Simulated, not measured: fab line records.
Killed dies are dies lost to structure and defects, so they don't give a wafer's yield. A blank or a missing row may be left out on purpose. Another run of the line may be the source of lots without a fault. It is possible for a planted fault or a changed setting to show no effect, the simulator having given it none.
Which tool is to blame? | flow sfqLine | 15 lots with 44 wafers sampled at 3 steps, on a route of 325 steps

## WHAT THE GAUGES READ, wafer by wafer
SFQ_R5_RS_MEAS_933: a four-point-probe measurement. Usual: for R5_MONX_RS the level is 7.04 ohm/sq and the standard deviation is 0.09.
lot  | measured     | on           | R5_MONX_RS (ohm/sq) | flag
L953 | day 47 20:55 | filmMetro-03 | 7.17 7.08 7.06      | 
L955 | day 48 02:53 | filmMetro-03 | 6.95 6.97 6.92      | 
L956 | day 48 05:53 | filmMetro-04 | 7.10 7.12 7.13      | 
L957 | day 48 23:53 | filmMetro-03 | 6.91 7.01 6.98      | 
L958 | day 49 01:17 | filmMetro-01 | 6.88 6.99 6.93      | 
L959 | day 49 10:19 | filmMetro-03 | 6.98 6.83 6.98      | 
L961 | day 49 19:20 | filmMetro-01 | 6.97 6.99 6.94      | 
L962 | day 49 22:17 | filmMetro-01 | 6.94 7.02 7.06      | 
L963 | day 50 08:56 | filmMetro-01 | 6.92 6.99 6.86      | 
L965 | day 51 08:55 | filmMetro-03 | 6.95 7.06 10.68     | OFF
L966 | day 51 14:55 | filmMetro-01 | 7.04 6.94 10.89     | OFF
L969 | day 52 02:56 | filmMetro-01 | 10.81 7.11          | OFF
L972 | day 52 19:56 | filmMetro-01 | 7.09 7.26 7.17      | 
L973 | day 52 20:56 | filmMetro-03 | 7.01 6.99 7.13      | 
L975 | day 53 08:00 | filmMetro-04 | 7.03 7.03 7.13      | 

SFQ_R5_THK_MEAS_934: measures by xrf. Usual: for R5_MONX_THK the level is 40.7 nm and the standard deviation is 0.54.
lot  | measured     | on           | R5_MONX_THK (nm) | flag
L953 | day 47 21:01 | filmMetro-03 | 40.2 40.6 40.7   | 
L955 | day 48 03:01 | filmMetro-03 | 41.7 41.2 41.5   | 
L956 | day 48 06:01 | filmMetro-04 | 40.5 40.5 40.1   | 
L957 | day 49 00:01 | filmMetro-03 | 41.5 40.8 40.9   | 
L958 | day 49 01:25 | filmMetro-01 | 40.8 41.0 41.1   | 
L959 | day 49 10:25 | filmMetro-03 | 41.2 42.2 41.0   | 
L961 | day 49 19:26 | filmMetro-01 | 40.9 40.8 41.1   | 
L962 | day 49 22:25 | filmMetro-01 | 40.9 40.7 40.1   | 
L963 | day 50 09:02 | filmMetro-01 | 41.4 41.2 41.4   | 
L965 | day 51 09:01 | filmMetro-03 | 41.3 40.6 26.3   | OFF
L966 | day 51 15:01 | filmMetro-01 | 40.7 41.5 25.4   | OFF
L969 | day 52 03:02 | filmMetro-01 | 25.8 40.2        | OFF
L972 | day 52 20:04 | filmMetro-01 | 40.5 39.4 39.9   | 
L973 | day 52 21:02 | filmMetro-03 | 41.1 41.2 40.1   | 
L975 | day 53 08:05 | filmMetro-04 | 41.1 40.6 40.7   | 

## WHICH TOOL RAN EACH LOT (tool, then ch and the chambers of the sampled wafers, then the start)
lot  | SFQ_TRILAYER_R5_DEP_SPUTTER_133
L953 | pvdSputter-05, day 47 20:49
L955 | pvdSputter-04, day 48 02:49
L956 | pvdSputter-05, day 48 05:49
L957 | pvdSputter-06, day 48 23:49
L958 | pvdSputter-05, day 49 01:13
L959 | pvdSputter-04, day 49 10:13
L961 | pvdSputter-05, day 49 19:13
L962 | pvdSputter-05, day 49 22:13
L963 | pvdSputter-04, day 50 08:49
L965 | pvdSputter-05, day 51 08:49
L966 | pvdSputter-05, day 51 14:49
L969 | pvdSputter-05, day 52 02:49
L972 | pvdSputter-06, day 52 19:52
L973 | pvdSputter-04, day 52 20:49
L975 | pvdSputter-06, day 53 07:52
- SFQ_TRILAYER_R5_DEP_SPUTTER_133: material MoNx, target thk 40 nm, time 66.7 s.

## AS READ BY THE TOOLS THEMSELVES (means over the sampled wafers that have a number; for cases with no such wafer, the mark the record gives instead)
SFQ_TRILAYER_R5_DEP_SPUTTER_133. Usual: throttleValvePct reads 30.0 % (standard deviation 1).
lot  | tool          | throttleValvePct (%) | flag
L953 | pvdSputter-05 | 31.0                 | 
L955 | pvdSputter-04 | 29.4                 | 
L956 | pvdSputter-05 | 31.0                 | 
L957 | pvdSputter-06 | 29.6                 | 
L958 | pvdSputter-05 | 29.7                 | 
L959 | pvdSputter-04 | 30.0                 | 
L961 | pvdSputter-05 | 29.3                 | 
L962 | pvdSputter-05 | 29.7                 | 
L963 | pvdSputter-04 | 30.1                 | 
L965 | pvdSputter-05 | 29.7                 | 
L966 | pvdSputter-05 | 28.9                 | 
L969 | pvdSputter-05 | 29.5                 | 
L972 | pvdSputter-06 | 29.6                 | 
L973 | pvdSputter-04 | 29.9                 | 
L975 | pvdSputter-06 | 30.3                 | 

## THE ANSWER, worked out from the rows above alone
Rule: a lot is off if the mean of its wafers that have a number lies more than 3 standard deviations from the usual mean. A lot without any number at a reading at which 4 lots or more have one is off too. Any other lot the step has rows for is counted as sound. Order of review: gauges by route order, followed by the tools' own readings, for which a lot's mean as printed above is used. The first step at which some lot is off is used, and at that step the reading that is off furthest; a lot without a number counts as furthest.
Off: L965, L966, L969, at SFQ_R5_RS_MEAS_933 (R5_MONX_RS).
A tool fits if, at a process step before that reading, it ran every lot that is off, and no sound lot after the first of them. Gauges at SFQ_R5_RS_MEAS_933: tried the same way as those tools. One fits: SFQ_TRILAYER_R5_DEP_SPUTTER_133 on pvdSputter-05. Its last sound lot is L962 (day 49 22:13), its first lot that is off L965 (day 51 08:49): a fault that began between those two fits.

## WHAT HAD BEEN PUT IN BY THE SIMULATOR
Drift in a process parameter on pvdSputter-05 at SFQ_TRILAYER_R5_DEP_SPUTTER_133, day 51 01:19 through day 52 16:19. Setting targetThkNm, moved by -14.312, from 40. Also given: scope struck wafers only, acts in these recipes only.
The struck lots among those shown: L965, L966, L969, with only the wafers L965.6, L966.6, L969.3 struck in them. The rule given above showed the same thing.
